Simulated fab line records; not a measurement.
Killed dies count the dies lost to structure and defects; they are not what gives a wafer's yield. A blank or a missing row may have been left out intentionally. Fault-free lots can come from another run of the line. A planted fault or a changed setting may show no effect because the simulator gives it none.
Check of tool commonality || flow sky130 || Sample size 13 lots and 39 wafers

== WHY THIS WAS OPENED ==
1 of 13 lots carry a flag on the reading LDD_HVN_TW at SKY_LDD_HVN_TW_MEAS_10. Fault-free wafers read 1417, with a standard deviation of 6.4.
Rule: a lot is flagged when every wafer of it that has a number lies more than 4 standard deviations from that mean, or none has a number. The other lots count as sound.

{"lot": "L701", "measured": "day 19 18:55", "on": "film metro-04", "LDD_HVN_TW, wafer by wafer": "1413 1412 1413", "flag": ""}
{"lot": "L702", "measured": "day 20 13:01", "on": "film metro-03", "LDD_HVN_TW, wafer by wafer": "1426 1423 1420", "flag": ""}
{"lot": "L703", "measured": "day 21 03:19", "on": "film metro-01", "LDD_HVN_TW, wafer by wafer": "1414 1415 1407", "flag": ""}
{"lot": "L704", "measured": "day 21 07:48", "on": "film metro-01", "LDD_HVN_TW, wafer by wafer": "1422 1411 1419", "flag": ""}
{"lot": "L706", "measured": "day 22 08:28", "on": "film metro-04", "LDD_HVN_TW, wafer by wafer": "30 30 30", "flag": "FLAGGED"}
{"lot": "L709", "measured": "day 23 09:37", "on": "film metro-04", "LDD_HVN_TW, wafer by wafer": "1415 1425 1420", "flag": ""}
{"lot": "L712", "measured": "day 24 20:43", "on": "film metro-01", "LDD_HVN_TW, wafer by wafer": "1421 1421 1429", "flag": ""}
{"lot": "L716", "measured": "day 25 21:13", "on": "film metro-04", "LDD_HVN_TW, wafer by wafer": "1402 1406 1414", "flag": ""}
{"lot": "L718", "measured": "day 26 17:17", "on": "film metro-01", "LDD_HVN_TW, wafer by wafer": "1414 1424 1417", "flag": ""}
{"lot": "L720", "measured": "day 27 02:37", "on": "film metro-04", "LDD_HVN_TW, wafer by wafer": "1423 1410 1415", "flag": ""}
{"lot": "L721", "measured": "day 27 09:10", "on": "film metro-01", "LDD_HVN_TW, wafer by wafer": "1415 1417 1416", "flag": ""}
{"lot": "L722", "measured": "day 27 17:01", "on": "film metro-04", "LDD_HVN_TW, wafer by wafer": "1409 1416 1411", "flag": ""}
{"lot": "L723", "measured": "day 28 02:40", "on": "film metro-01", "LDD_HVN_TW, wafer by wafer": "1418 1408 1413", "flag": ""}
The numbers of the flagged lots are 30 on average: -1387 against the usual, or -99 or more standard deviations.

== WHICH TOOL EACH LOT WENT THROUGH ==
The record holds 1 process step before the reading, out of a route of 708 steps. In each cell: the tool, then ch and the chambers that the sampled wafers went through, then the start.
{"lot": "L701", "flag": "", "SKY_LDD_HVN_EXPOSE_04": "iline stepper-02 ch 0, day 19 03:54"}
{"lot": "L702", "flag": "", "SKY_LDD_HVN_EXPOSE_04": "iline stepper-01 ch 0, day 19 20:51"}
{"lot": "L703", "flag": "", "SKY_LDD_HVN_EXPOSE_04": "iline stepper-02 ch 0, day 20 11:57"}
{"lot": "L704", "flag": "", "SKY_LDD_HVN_EXPOSE_04": "iline stepper-01 ch 0, day 20 15:54"}
{"lot": "L706", "flag": "FLAGGED", "SKY_LDD_HVN_EXPOSE_04": "iline stepper-02 ch 0, day 21 17:33"}
{"lot": "L709", "flag": "", "SKY_LDD_HVN_EXPOSE_04": "iline stepper-01 ch 0, day 22 18:33"}
{"lot": "L712", "flag": "", "SKY_LDD_HVN_EXPOSE_04": "iline stepper-02 ch 0, day 24 07:27"}
{"lot": "L716", "flag": "", "SKY_LDD_HVN_EXPOSE_04": "iline stepper-02 ch 0, day 25 07:39"}
{"lot": "L718", "flag": "", "SKY_LDD_HVN_EXPOSE_04": "iline stepper-01 ch 0, day 26 02:50"}
{"lot": "L720", "flag": "", "SKY_LDD_HVN_EXPOSE_04": "iline stepper-02 ch 0, day 26 13:16"}
{"lot": "L721", "flag": "", "SKY_LDD_HVN_EXPOSE_04": "iline stepper-02 ch 0, day 26 19:43"}
{"lot": "L722", "flag": "", "SKY_LDD_HVN_EXPOSE_04": "iline stepper-02 ch 0, day 27 03:29"}
{"lot": "L723", "flag": "", "SKY_LDD_HVN_EXPOSE_04": "iline stepper-02 ch 0, day 27 12:34"}
What the steps here do:
- SKY_LDD_HVN_EXPOSE_04: exposes mask HVNTM, target cd 700 nm.
- SKY_LDD_HVN_TW_MEAS_10

== FLAGGED OVER TOTAL, TOOL BY TOOL (the gauges that took the reading come last) ==
{"step": "SKY_LDD_HVN_EXPOSE_04", "tool": "iline stepper-01", "lots run": 4, "flagged": 0, "share of the flagged lots": "none", "sound lots run after its first flagged lot": "-"}
{"step": "SKY_LDD_HVN_EXPOSE_04", "tool": "iline stepper-02", "lots run": 9, "flagged": 1, "share of the flagged lots": "all", "sound lots run after its first flagged lot": "6 (L712,L716,L720,L721,L722,L723)"}
{"step": "SKY_LDD_HVN_TW_MEAS_10", "tool": "film metro-01", "lots run": 6, "flagged": 0, "share of the flagged lots": "none", "sound lots run after its first flagged lot": "-"}
{"step": "SKY_LDD_HVN_TW_MEAS_10", "tool": "film metro-03", "lots run": 1, "flagged": 0, "share of the flagged lots": "none", "sound lots run after its first flagged lot": "-"}
{"step": "SKY_LDD_HVN_TW_MEAS_10", "tool": "film metro-04", "lots run": 6, "flagged": 1, "share of the flagged lots": "all", "sound lots run after its first flagged lot": "4 (L709,L716,L720,L722)"}

== THE TABLE: WHAT IT ALLOWS ==
Every flagged lot went through 2 rows of the table: iline stepper-02 at SKY_LDD_HVN_EXPOSE_04 and film metro-04 at SKY_LDD_HVN_TW_MEAS_10.
- iline stepper-02 at SKY_LDD_HVN_EXPOSE_04: 1 of its 9 lots flagged. After the first flagged lot (L712, L716, L720, L721, L722, L723), sound lots still ran on it; a lasting fault on the whole tool would not permit that.
- film metro-04 at SKY_LDD_HVN_TW_MEAS_10: 1 of its 6 lots flagged. After the first flagged lot (L709, L716, L720, L722), sound lots still ran on it; a lasting fault on the whole tool would not permit that.
Every row of the table either missed a flagged lot or ran a sound lot after the first.

== WHAT HAD BEEN PUT IN BY THE SIMULATOR ==
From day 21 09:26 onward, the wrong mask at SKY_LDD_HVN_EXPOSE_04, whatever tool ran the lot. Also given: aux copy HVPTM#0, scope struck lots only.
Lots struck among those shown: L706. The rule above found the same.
